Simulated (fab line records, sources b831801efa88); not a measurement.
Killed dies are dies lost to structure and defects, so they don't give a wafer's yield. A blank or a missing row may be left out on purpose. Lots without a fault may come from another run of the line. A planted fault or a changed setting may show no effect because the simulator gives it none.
A struck lot beside a sound one | flow sky130 | 44 steps out of a route of 708
Sound: wafers L238.3, L238.5, L238.6. Struck: wafer L251.6. The cause comes at the end.
At each step with rows: each side's tool, then ch and its chambers, then its first start. Under that, the readings that differ: sound wafers | struck wafers | difference of the means | sigmas: that difference in standard deviations of wafers without a fault.
alike: readings whose means differ by less than 2 such deviations, and words and numbers that are the same on both sides. not compared: withheld readings, readings that some wafer has no value for, bounds like >300 that may hide the same value, and numbers for which the record gives no deviation and whose values overlap.
The two part at a step that has a row with sigmas, a row that says differs or no value, or rows on one side only. Numbers that don't overlap but have no deviation are shown without sigmas and don't part them. A reading that every wafer of one side lacks parts them only if that side has two wafers or more.

SKY_VIA2_SPUTTER_20: material TiN, target thk 20 nm, time 80 s.
  sound on pvd_sputter-02, day 36 17:40; struck on pvd_sputter-02, day 40 19:47
  alike: cathode_dc_power_W, throttle_valve_pct
SKY_VIA2_CVD_21: deposits W, target thk 420 nm, time 126.4 s.
  sound on cvd_w-02 ch 0,1, day 36 17:46; struck on cvd_w-02 ch 0, day 40 19:55
  reading            | sound       | struck | difference | sigmas
  heater_power_w (W) | 904 913 763 | 690    | -170       | -3
SKY_VIA2_RS_MEAS_22: measures by four-point-probe.
  sound on film_metro-04, day 36 17:54; struck on film_metro-04, day 40 20:03
  alike: VIA2_W_RS
SKY_VIA2_THK_MEAS_23: measures by xrf.
  sound on film_metro-04, day 36 18:00; struck on film_metro-04, day 40 20:07
  reading         | sound       | struck | difference | sigmas
  VIA2_W_THK (nm) | 439 434 444 | 417    | -22        | -3
then, 3 steps without rows for these wafers: SKY_VIA2_CMP_24 (polishes, stops on SiO2, t overpolish 20 s, target thk 0 nm); SKY_METAL3_SPUTTER_00 (material Ti, target thk 15 nm, time 10 s); SKY_METAL3_SPUTTER_01 (material TiN, target thk 20 nm, time 16.7 s).
SKY_METAL3_SPUTTER_02: material AlCu, target thk 735 nm, time 39.1 s.
  sound on pvd_sputter-01, day 36 18:23; struck on pvd_sputter-01, day 40 20:30
  alike: cathode_dc_power_W, throttle_valve_pct
then, 3 steps without rows for these wafers: SKY_METAL3_SPUTTER_03 (material Ti, target thk 5 nm, time 3.3 s); SKY_METAL3_SPUTTER_04 (material TiN, target thk 70 nm, time 58.3 s); SKY_CAPM_CVD_00 (deposits SiO2, target thk 15.5 nm).
SKY_CAPM_THK_MEAS_01:
  sound on film_metro-03, day 36 18:32; struck on film_metro-01, day 40 20:40
  alike: CAPM_CVD_00_THK
SKY_CAPM_SPUTTER_02: material TiN, target thk 200 nm, time 166.7 s.
  sound on pvd_sputter-04, day 36 18:35; struck on pvd_sputter-04, day 40 20:43
  reading                                  | sound             | struck | difference | sigmas
  model.TiN_of_CAPM_SPUTTER_02.thk_nm (nm) | 198.8 197.8 196.4 | 201    | +3         |
  alike: cathode_dc_power_W, throttle_valve_pct
SKY_CAPM_RS_MEAS_03: measures by four-point-probe.
  sound on film_metro-01, day 36 18:43; struck on film_metro-03, day 40 20:52
  alike: CAPM_TIN_RS
SKY_CAPM_THK_MEAS_04: measures by xrf.
  sound on film_metro-01, day 36 18:49; struck on film_metro-03, day 40 20:56
  alike: CAPM_TIN_THK
then, 7 steps without rows for these wafers: SKY_CAPM_DEHYDRATE_05 (time 60 s); SKY_CAPM_HMDS_06 (prime time 60 s); SKY_CAPM_COAT_07 (resist thk 1140 nm); SKY_CAPM_SOFTBAKE_08 (time 60 s); SKY_CAPM_EXPOSE_09 (exposes mask CAPM, target cd 1000 nm); SKY_CAPM_PEB_10; SKY_CAPM_DEVELOP_11 (develop time 60 s).
SKY_CAPM_OVL_MEAS_12:
  sound on overlay-01, day 37 20:26; struck on overlay-01, day 41 20:52
  alike: CAPM_OVL
SKY_CAPM_METAL_ETCH_13: etches TiN in Cl2/BCl3, stops on SiO2, target depth 220 nm, time 62.9 s.
  sound on rie_metal-04 ch 1, day 37 20:31; struck on rie_metal-03 ch 1, day 41 20:55
  reading                          | sound             | struck | difference | sigmas
  oes_product_au (a.u.)            | 0.935 0.941 0.929 | 0.958  | +0.023     | +3
  model.CAPM.feature_depth_nm (nm) | 198.8 197.8 196.4 | 201    | +3         |
  model.etch.depth_nm (nm)         | 198.8 197.8 196.4 | 201    | +3         |
  alike: drypump_motor_current_A, rf_fwd_power_W, throttle_valve_pct
  not compared: rf_hours_counter_h
then, 12 steps without rows for these wafers: SKY_CAPM_STRIP_14 (strips in O2/N2); SKY_CAPM_STRIP_15 (strips in post etch residue remover, time 1200 s); SKY_CAPM_CLEAN_16 (cleans in IPA, time 180 s); SKY_CAPM_CLEAN_17 (cleans in O3/DIW); SKY_METAL3_DEHYDRATE_05 (time 60 s); SKY_METAL3_HMDS_06 (prime time 60 s); SKY_METAL3_COAT_07 (resist thk 60 nm); SKY_METAL3_COAT_08 (resist thk 1140 nm); SKY_METAL3_SOFTBAKE_09 (time 90 s); SKY_METAL3_EXPOSE_10 (exposes mask MM3, target cd 300 nm); SKY_METAL3_PEB_11; SKY_METAL3_DEVELOP_12 (develop time 60 s).
SKY_METAL3_CD_MEAS_13: target cd 300 nm.
  sound on cd_sem-02, day 38 22:35; struck on cd_sem-01, day 42 20:44
  alike: cd_nm
SKY_METAL3_OVL_MEAS_14:
  sound on overlay-01, day 38 22:40; struck on overlay-02, day 42 20:47
  alike: METAL3_OVL
SKY_METAL3_DESCUM_15: chemistry O2, time 8 s.
  sound on rie_metal-03 ch 0,1, day 38 22:43; struck on rie_metal-03 ch 0, day 42 20:49
  alike: drypump_motor_current_A, oes_product_au, rf_fwd_power_W
  not compared: rf_hours_counter_h
then, 2 steps without rows for these wafers: SKY_METAL3_ETCH_16 (etches BARC in N2/H2, stops on SiO2, time 88.2 s, target depth 60 nm); SKY_METAL3_ETCH_17 (etches SiO2 in C4F8/O2/Ar, stops on TiN, time 3.9 s, target depth 15 nm).
SKY_METAL3_METAL_ETCH_18: etches the open film in Cl2/BCl3, stops on SiO2, target depth 845 nm, time 183.1 s.
  sound on rie_metal-02 ch 0,1, day 38 22:54; struck on rie_metal-02 ch 0, day 42 21:04
  reading            | sound             | struck | difference | sigmas
  rf_fwd_power_W (W) | 893.0 889.1 895.8 | 899.1  | +6.5       | +2
  alike: drypump_motor_current_A, oes_product_au, throttle_valve_pct
  not compared: rf_hours_counter_h
SKY_METAL3_STRIP_20: strips in post etch residue remover, time 1200 s.
  sound on wet_bench-04 ch 3, day 38 23:07; struck on wet_bench-03 ch 2, day 42 21:13
  reading                                  | sound           | struck | difference | sigmas
  model.TiN_of_CAPM_SPUTTER_02.thk_nm (nm) | 197.9 197 195.5 | 200.2  | +3.4       |
  alike: bath_heat_duty_pct
-- the record jumps here: 7 days lie between the struck wafers' starts before and after (it left off in module METAL3 and takes up again in module PAD_OPEN, whose first step shown is number 708 of the route) --
SKY_PAD_OPEN_PROBE_99:
  sound on prober-02, day 46 03:57; struck on prober-01, day 49 09:55
  reading                          | sound             | struck | difference | sigmas
  model.etest.cap_mim.plate_ohm_sq | 6.061 6.041 6.118 | 5.947  | -0.126     |
  alike: killed_at_M0_to_M3, killed_at_M4_up, killed_at_contacts, killed_at_front_end, killed_at_other, killed_dies, killed_open, killed_short

WHERE THEY PART
First at SKY_VIA2_CVD_21; last, within this record, at SKY_METAL3_METAL_ETCH_18. Later steps at which nothing parts them and some readings are alike: SKY_METAL3_STRIP_20, SKY_PAD_OPEN_PROBE_99.

WHY: what the simulator had put in
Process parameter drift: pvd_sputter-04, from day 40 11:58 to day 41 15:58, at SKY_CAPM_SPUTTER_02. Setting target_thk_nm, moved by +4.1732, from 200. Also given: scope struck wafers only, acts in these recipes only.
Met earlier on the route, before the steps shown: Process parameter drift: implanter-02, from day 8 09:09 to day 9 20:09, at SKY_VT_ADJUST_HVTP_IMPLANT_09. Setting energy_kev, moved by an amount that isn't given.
